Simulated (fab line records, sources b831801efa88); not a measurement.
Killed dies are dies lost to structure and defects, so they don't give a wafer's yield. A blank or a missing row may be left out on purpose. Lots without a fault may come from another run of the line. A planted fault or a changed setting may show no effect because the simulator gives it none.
Split-lot experiment | flow sky130 | 5 lots, 23 wafers read, on a route of 708 steps

THE SPLIT
At SKY_METAL2_SPUTTER_04 (material TiN, target thk 70 nm, time 58.3 s), the setting power_w was moved away from the recipe's 6500 W on 6 of the 23 wafers read, by +3.4% to +5.2%. The other wafers ran this setting at the recipe's value.

The reading is taken at the split's own step.

THE READING
TiN_of_METAL2_SPUTTER_04.thk_nm (the simulator's own value, which no gauge read), in nm, at SKY_METAL2_SPUTTER_04 (material TiN, target thk 70 nm, time 58.3 s). The file gives no usual value for it. The 17 wafers here that ran the recipe average 69.61 nm, standard deviation 0.77 nm.

wafer  | tool, chamber at the split | power_w as run, W | against the recipe | TiN_of_METAL2_SPUTTER_04.thk_nm, nm | against lot-mates on the recipe
L078.2 | pvd_sputter-03, -          | 6500              | recipe             | 69.57                               | -
L078.3 | pvd_sputter-03, -          | 6500              | recipe             | 70.37                               | -
L078.6 | pvd_sputter-03, -          | 6500              | recipe             | 69.32                               | -
L079.1 | pvd_sputter-04, -          | 6500              | recipe             | 69.05                               | -
L079.2 | pvd_sputter-04, -          | 6837              | +5.2%              | 71.55                               | +2.95
L079.4 | pvd_sputter-04, -          | 6837              | +5.2%              | 71.94                               | +3.34
L079.5 | pvd_sputter-04, -          | 6500              | recipe             | 68.15                               | -
L079.6 | pvd_sputter-04, -          | 6837              | +5.2%              | 72.12                               | +3.52
L080.1 | pvd_sputter-03, -          | 6500              | recipe             | 69.62                               | -
L080.2 | pvd_sputter-03, -          | 6500              | recipe             | 70.47                               | -
L080.4 | pvd_sputter-03, -          | 6500              | recipe             | 70.31                               | -
L080.5 | pvd_sputter-03, -          | 6500              | recipe             | 69.93                               | -
L080.6 | pvd_sputter-03, -          | 6500              | recipe             | 69.49                               | -
L081.1 | pvd_sputter-04, -          | 6500              | recipe             | 70.81                               | -
L081.2 | pvd_sputter-04, -          | 6722              | +3.4%              | 73.77                               | +2.83
L081.3 | pvd_sputter-04, -          | 6722              | +3.4%              | 73.29                               | +2.35
L081.4 | pvd_sputter-04, -          | 6722              | +3.4%              | 73.3                                | +2.36
L081.5 | pvd_sputter-04, -          | 6500              | recipe             | 71.08                               | -
L085.1 | pvd_sputter-03, -          | 6500              | recipe             | 68.93                               | -
L085.2 | pvd_sputter-03, -          | 6500              | recipe             | 69.49                               | -
L085.3 | pvd_sputter-03, -          | 6500              | recipe             | 68.97                               | -
L085.4 | pvd_sputter-03, -          | 6500              | recipe             | 68.72                               | -
L085.5 | pvd_sputter-03, -          | 6500              | recipe             | 69.11                               | -

THE FIT
A straight line over all 23 wafers: TiN_of_METAL2_SPUTTER_04.thk_nm changes by +0.623 nm for each +1% of power_w; r = +0.78; the points scatter about the line by 1 nm.
The same after taking each lot's own level away (the mean of its wafers on the recipe; 23 wafers): +0.659 nm for each +1%; r = +0.97; scatter 0.36 nm.
On that fit, the largest move of power_w shifts the reading by 3.4 nm.
The lots' own levels span 68.600 to 70.945 nm, that is 3.1 times the standard deviation above.
So the lot-to-lot level blurs the effect unless lot-mates are compared.
Check: with one of the wafers moved furthest among these (+5.2%) left out of the fit, the line predicts +3.58 nm for it against its lot-mates. It came out at +2.95 nm against them.

OTHER SPLITS ON THESE WAFERS
These wafers also went through other splits before the reading. Each is held against what the fit with the lots' levels taken away leaves over:
other split on the same wafers                | wafers away from the commonest value | r with TiN_of_METAL2_SPUTTER_04.thk_nm (lot level and that fit taken away)
SKY_LI_CONTACT_ETCH_15 bias_w                 | 5                                    | -0.08
SKY_LI_CONTACT_SPUTTER_19 chamber_pressure_pa | 15                                   | -0.09
SKY_LOCAL_INTERCONNECT_COAT_05 resist_thk_nm  | 8                                    | +0.04
SKY_LOCAL_INTERCONNECT_ETCH_13 ion_energy_ev  | 4                                    | +0.04
SKY_CONTACT_ETCH_16 time_s                    | 11                                   | +0.10
SKY_CONTACT_CMP_27 t_overpolish_s             | 8                                    | +0.31
SKY_VIA1_CMP_02 leave_above_ref_nm            | 9                                    | -0.02
SKY_VIA1_SPUTTER_20 time_s                    | 7                                    | +0.32

THE FILE'S OWN FIT
TiN_of_METAL2_SPUTTER_04.thk_nm changes by +0.662 nm for each +1% of power_w, r = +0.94.
